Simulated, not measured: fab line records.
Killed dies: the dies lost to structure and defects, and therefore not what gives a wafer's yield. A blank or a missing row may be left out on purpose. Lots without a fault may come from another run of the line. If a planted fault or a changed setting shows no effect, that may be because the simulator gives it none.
Matching of chambers || flow sky130 || hdpcvd-02 running SKY_LI_CONTACT_HDPCVD_00: 3 sister chambers
The step deposits PSG, target thk 930 nm, time 155 s. 16 wafers are shown with their chamber, then 8 later ones without.

== EACH WAFER AND ITS CHAMBER ==
{"wafer": "L856.1", "chamber": 1, "sih4_flow_sccm (sccm)": 59.94}
{"wafer": "L856.4", "chamber": 2, "sih4_flow_sccm (sccm)": 60.13}
{"wafer": "L856.6", "chamber": 0, "sih4_flow_sccm (sccm)": 60.39}
{"wafer": "L858.1", "chamber": 2, "sih4_flow_sccm (sccm)": 60.12}
{"wafer": "L858.3", "chamber": 0, "sih4_flow_sccm (sccm)": 60.21}
{"wafer": "L858.5", "chamber": 1, "sih4_flow_sccm (sccm)": 60.18}
{"wafer": "L859.1", "chamber": 2, "sih4_flow_sccm (sccm)": 60.05}
{"wafer": "L859.4", "chamber": 1, "sih4_flow_sccm (sccm)": 59.86}
{"wafer": "L859.6", "chamber": 2, "sih4_flow_sccm (sccm)": 59.98}
{"wafer": "L864.2", "chamber": 0, "sih4_flow_sccm (sccm)": 60.22}
{"wafer": "L864.4", "chamber": 2, "sih4_flow_sccm (sccm)": 59.83}
{"wafer": "L864.5", "chamber": 0, "sih4_flow_sccm (sccm)": 60.53}
{"wafer": "L868.1", "chamber": 1, "sih4_flow_sccm (sccm)": 60.00}
{"wafer": "L868.2", "chamber": 0, "sih4_flow_sccm (sccm)": 59.96}
{"wafer": "L868.3", "chamber": 2, "sih4_flow_sccm (sccm)": 60.18}
{"wafer": "L869.2", "chamber": 2, "sih4_flow_sccm (sccm)": 59.97}

SIGNATURES (means of the wafers above)
{"reading": "sih4_flow_sccm", "chamber 0": 60.2620, "chamber 1": 59.9950, "chamber 2": 60.0371, "scatter within a chamber": 0.158}
Rule: a wafer lies at a distance from a chamber equal to the root of the sum of squares, over the readings, of (its reading less the chamber's mean, divided by the reading's scatter). If the next closest chamber is less than 2 further off than the closest, the wafer can't be placed; otherwise it belongs to the closest. The scatter: take each reading less its chamber's mean, square it, sum over the shown wafers, divide by the number of wafers less the number of chambers, and take the root.

== WAFERS MISSING THEIR CHAMBER ==
{"wafer": "L869.4", "sih4_flow_sccm (sccm)": 60.20}
{"wafer": "L869.6", "sih4_flow_sccm (sccm)": 59.82}
{"wafer": "L870.1", "sih4_flow_sccm (sccm)": 59.71}
{"wafer": "L870.3", "sih4_flow_sccm (sccm)": 59.87}
{"wafer": "L870.6", "sih4_flow_sccm (sccm)": 60.18}
{"wafer": "L872.3", "sih4_flow_sccm (sccm)": 60.03}
{"wafer": "L872.4", "sih4_flow_sccm (sccm)": 59.94}
{"wafer": "L872.6", "sih4_flow_sccm (sccm)": 59.92}

== CHAMBER TAKEN BY EACH ==
{"wafer": "L869.4", "from the rows above": "can't be placed: 0 or 2 or 1", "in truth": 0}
{"wafer": "L869.6", "from the rows above": "can't be placed: 1 or 2 or 0", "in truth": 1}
{"wafer": "L870.1", "from the rows above": "can't be placed: 1 or 2 or 0", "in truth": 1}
{"wafer": "L870.3", "from the rows above": "can't be placed: 1 or 2 or 0", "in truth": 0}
{"wafer": "L870.6", "from the rows above": "can't be placed: 0 or 2 or 1", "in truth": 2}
{"wafer": "L872.3", "from the rows above": "can't be placed: 2 or 1 or 0", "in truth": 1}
{"wafer": "L872.4", "from the rows above": "can't be placed: 1 or 2 or 0", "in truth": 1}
{"wafer": "L872.6", "from the rows above": "can't be placed: 1 or 2 or 0", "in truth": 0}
Correctly placed: 0 of 8. Not placeable from these rows: 8 (in 8, the candidates include the true chamber). Number placed wrongly: 0.
